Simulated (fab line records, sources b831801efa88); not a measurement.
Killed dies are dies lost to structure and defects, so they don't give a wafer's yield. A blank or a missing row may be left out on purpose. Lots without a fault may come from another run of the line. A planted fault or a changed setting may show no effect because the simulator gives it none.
A struck lot beside a sound one | flow sky130 | 44 steps out of a route of 708
Sound: wafers L374.2, L374.4, L374.6. Struck: wafer L377.5. (L377.1, L377.6 of the same lot were not struck and are left out.) The cause comes at the end.
At each step with rows: each side's tool, then ch and its chambers, then its first start. Under that, the readings that differ: sound wafers | struck wafers | difference of the means | sigmas: that difference in standard deviations of wafers without a fault.
alike: readings whose means differ by less than 2 such deviations, and words and numbers that are the same on both sides. not compared: withheld readings, readings that some wafer has no value for, bounds like >300 that may hide the same value, and numbers for which the record gives no deviation and whose values overlap.
The two part at a step that has a row with sigmas, a row that says differs or no value, or rows on one side only. Numbers that don't overlap but have no deviation are shown without sigmas and don't part them. A reading that every wafer of one side lacks parts them only if that side has two wafers or more.

first, 1 step without rows for these wafers: SKY_FIELD_ISO_DEVELOP_12 (develop time 60 s).
SKY_FIELD_ISO_CD_MEAS_13: target cd 150 nm.
  sound on cd_sem-02, day 3 18:44; struck on cd_sem-02, day 4 07:07
  alike: cd_nm
SKY_FIELD_ISO_ETCH_14: etches BARC in N2/H2, stops on SiO2, time 45.9 s, target depth 60 nm.
  sound on rie_diel-04 ch 0,1,2, day 3 18:50; struck on rie_diel-04 ch 0, day 4 07:14
  alike: drypump_motor_current_A, oes_product_au, throttle_valve_pct
  not compared: rf_hours_counter_h
SKY_FIELD_ISO_ETCH_15: etches the open film in CHF3/O2, stops on Si, target depth 180 nm, time 72 s.
  sound on rie_diel-04 ch 0,1,2, day 3 18:53; struck on rie_diel-04 ch 0, day 4 07:17
  alike: drypump_motor_current_A, oes_product_au, throttle_valve_pct
  not compared: rf_hours_counter_h
SKY_FIELD_ISO_STRIP_16: strips in O2/N2.
  sound on plasma_asher-02 ch 0, day 3 18:56; struck on plasma_asher-01 ch 1, day 4 07:20
  alike: drypump_motor_current_A, oes_product_au, strip_time_to_endpoint_s
  not compared: rf_hours_counter_h
SKY_FIELD_ISO_ETCH_17: etches Si in HBr/Cl2/O2, target depth 342 nm, time 97.7 s.
  sound on rie_si-01 ch 0,1,2, day 3 19:02; struck on rie_si-01 ch 1, day 4 07:26
  alike: drypump_motor_current_A, oes_product_au, throttle_valve_pct
  not compared: rf_hours_counter_h
then, 5 steps without rows for these wafers: SKY_FIELD_ISO_WET_ETCH_18 (etches Si3N4 in H3PO4, target depth 25 nm, time 286 s); SKY_FIELD_ISO_CLEAN_19 (cleans in SC1/SC2, time 150 s); SKY_FIELD_ISO_CLEAN_20 (cleans in dHF, time 20 s); SKY_FIELD_ISO_WET_ETCH_21 (etches SiO2 in dHF, target depth 20 nm, time 400 s); SKY_FIELD_ISO_OXIDATION_22 (stabilise 600 s, purge 300 s, target thk 10 nm).
SKY_FIELD_ISO_THK_MEAS_23:
  sound on film_metro-04, day 3 20:34; struck on film_metro-02, day 4 09:24
  alike: FIELD_ISO_OXIDATION_01_THK
SKY_FIELD_ISO_CVD_24: deposits SiO2, target thk 595 nm, time 99.2 s.
  sound on hdpcvd-01 ch 0,1, day 3 20:37; struck on hdpcvd-01 ch 0, day 4 09:28
  reading                                    | sound             | struck | difference | sigmas
  model.SiO2_of_FIELD_ISO_CVD_24.thk_nm (nm) | 595.6 603.8 599.1 | 436.9  | -162.6     |
  alike: sih4_flow_sccm, susceptor_temp_C
SKY_FIELD_ISO_THK_MEAS_25:
  sound on film_metro-01, day 3 20:42; struck on film_metro-01, day 4 09:32
  reading                   | sound       | struck | difference | sigmas
  FIELD_ISO_CVD_24_THK (nm) | 596 603 599 | 437    | -162       | -21
then, 1 step without rows for these wafers: SKY_FIELD_ISO_ANNEAL_26 (time 1800 s).
SKY_FIELD_ISO_CMP_27: polishes, stops on Si3N4, t overpolish 16 s, target thk 457.8 nm.
  sound on cmp-01 ch 0,1,3, day 3 22:18; struck on cmp-02 ch 3, day 4 12:20
  reading                | sound       | struck | difference | sigmas
  time_to_endpoint_s (s) | 106 109 115 | 87     | -23        | -5
  alike: edge_zone_pressure_frac, motor_current_A
then, 5 steps without rows for these wafers: SKY_FIELD_ISO_WET_ETCH_28 (etches SiO2 in dHF, target depth 23.7 nm, time 47 s); SKY_FIELD_ISO_WET_ETCH_29 (etches Si3N4 in H3PO4, target depth 160 nm, time 1825 s); SKY_FIELD_ISO_WET_ETCH_30 (etches SiO2 in dHF, target depth 25 nm, time 50 s); SKY_NWELL_CLEAN_00 (cleans in SC1/SC2, time 150 s); SKY_NWELL_OXIDATION_01 (stabilise 600 s, purge 300 s, target thk 10 nm).
SKY_NWELL_THK_MEAS_02:
  sound on film_metro-01, day 4 02:36; struck on film_metro-03, day 4 15:45
  alike: NWELL_OXIDATION_THK
then, 8 steps without rows for these wafers: SKY_DNWELL_DEHYDRATE_00 (time 60 s); SKY_DNWELL_HMDS_01 (prime time 60 s); SKY_DNWELL_COAT_02 (resist thk 3000 nm); SKY_DNWELL_SOFTBAKE_03; SKY_DNWELL_EXPOSE_04 (exposes mask DNM, target cd 3000 nm); SKY_DNWELL_PEB_05; SKY_DNWELL_DEVELOP_06 (develop time 60 s); SKY_DNWELL_IMPLANT_07.
SKY_DNWELL_STRIP_08: strips in O2/N2.
  sound on plasma_asher-02 ch 1, day 4 19:17; struck on plasma_asher-02 ch 0, day 5 09:55
  reading                     | sound             | struck | difference | sigmas
  drypump_motor_current_A (A) | 5.56 5.57 5.55    | 5.98   | +0.42      | +2
  oes_product_au (a.u.)       | 0.724 0.720 0.723 | 0.734  | +0.012     | +2
  alike: strip_time_to_endpoint_s
  not compared: rf_hours_counter_h
SKY_DNWELL_TW_MEAS_09:
  sound on film_metro-04, day 4 19:24; struck on film_metro-04, day 5 10:01
  alike: DNWELL_TW
then, 7 steps without rows for these wafers: SKY_PWDE_DEHYDRATE_00 (time 60 s); SKY_PWDE_HMDS_01 (prime time 60 s); SKY_PWDE_COAT_02 (resist thk 3000 nm); SKY_PWDE_SOFTBAKE_03; SKY_PWDE_EXPOSE_04 (exposes mask PWDEM, target cd 840 nm); SKY_PWDE_PEB_05; SKY_PWDE_DEVELOP_06 (develop time 60 s).
SKY_PWDE_OVL_MEAS_07:
  sound on overlay-01, day 5 12:41; struck on overlay-02, day 6 04:23
  reading       | sound       | struck | difference | sigmas
  PWDE_OVL (nm) | 2.0 1.2 0.9 | 4.2    | +2.8       | +2
then, 2 steps without rows for these wafers: SKY_PWDE_IMPLANT_08; SKY_PWDE_STRIP_09 (strips in O2/N2).
-- the record jumps here: 25 days lie between the struck wafers' starts before and after (it left off in module PWDE and takes up again in module SALICIDE, whose first step shown is number 361 of the route) --
SKY_SALICIDE_CLEAN_00: cleans in HF-last, time 30 s.
  sound on wet_bench-04 ch 0, day 30 05:46; struck on wet_bench-03 ch 3, day 31 07:05
  reading                                    | sound             | struck | difference | sigmas
  model.SiO2_of_FIELD_ISO_CVD_24.thk_nm (nm) | 357.4 357.7 358.3 | 337.8  | -20.0      |
-- the record jumps here: 17 days lie between the struck wafers' starts before and after (it left off in module SALICIDE and takes up again in module PAD_OPEN, whose first step shown is number 708 of the route) --
SKY_PAD_OPEN_PROBE_99:
  sound on prober-01, day 47 11:38; struck on prober-02, day 48 06:10
  reading                                   | sound                         | struck    | difference | sigmas
  model.etest.res_p_drift_20v.line_ohm_um   | 1.05e+04 1.085e+04 1.017e+04  | 1.006e+04 | -4.467e+02 |
  model.etest.pfet_16v.r_on_ohm_um          | 1.473e+04 1.487e+04 1.472e+04 | 1.436e+04 | -4.133e+02 |
  model.etest.cap_poly_to_well.c_af_um2     | 93.91 91.07 97.25             | 98.94     | +4.86      |
  model.etest.cap_li_to_poly.c_af_um2       | 96.97 97.3 97.88              | 93.13     | -4.25      |
  model.etest.field_p.vt_v (V)              | -40.94 -41.87 -39.96          | -35.62    | +5.30      |
  model.etest.field_n.vt_v (V)              | 34.2 34.74 33.42              | 33.18     | -0.94      |
  model.etest.sram_nfet_pass.off_log10_a_um | -12.44 -12.82 -12.39          | -11.98    | +0.57      |
  alike: killed_at_M0_to_M3, killed_at_M4_up, killed_at_contacts, killed_at_front_end, killed_at_other, killed_dies, killed_open, killed_short
  not compared: model.etest.res_p_drift_20v.rs_ohm_sq

WHERE THEY PART
First at SKY_FIELD_ISO_THK_MEAS_25; last, within this record, at SKY_PWDE_OVL_MEAS_07. Later steps at which nothing parts them and some readings are alike: SKY_PAD_OPEN_PROBE_99.

WHY: what the simulator had put in
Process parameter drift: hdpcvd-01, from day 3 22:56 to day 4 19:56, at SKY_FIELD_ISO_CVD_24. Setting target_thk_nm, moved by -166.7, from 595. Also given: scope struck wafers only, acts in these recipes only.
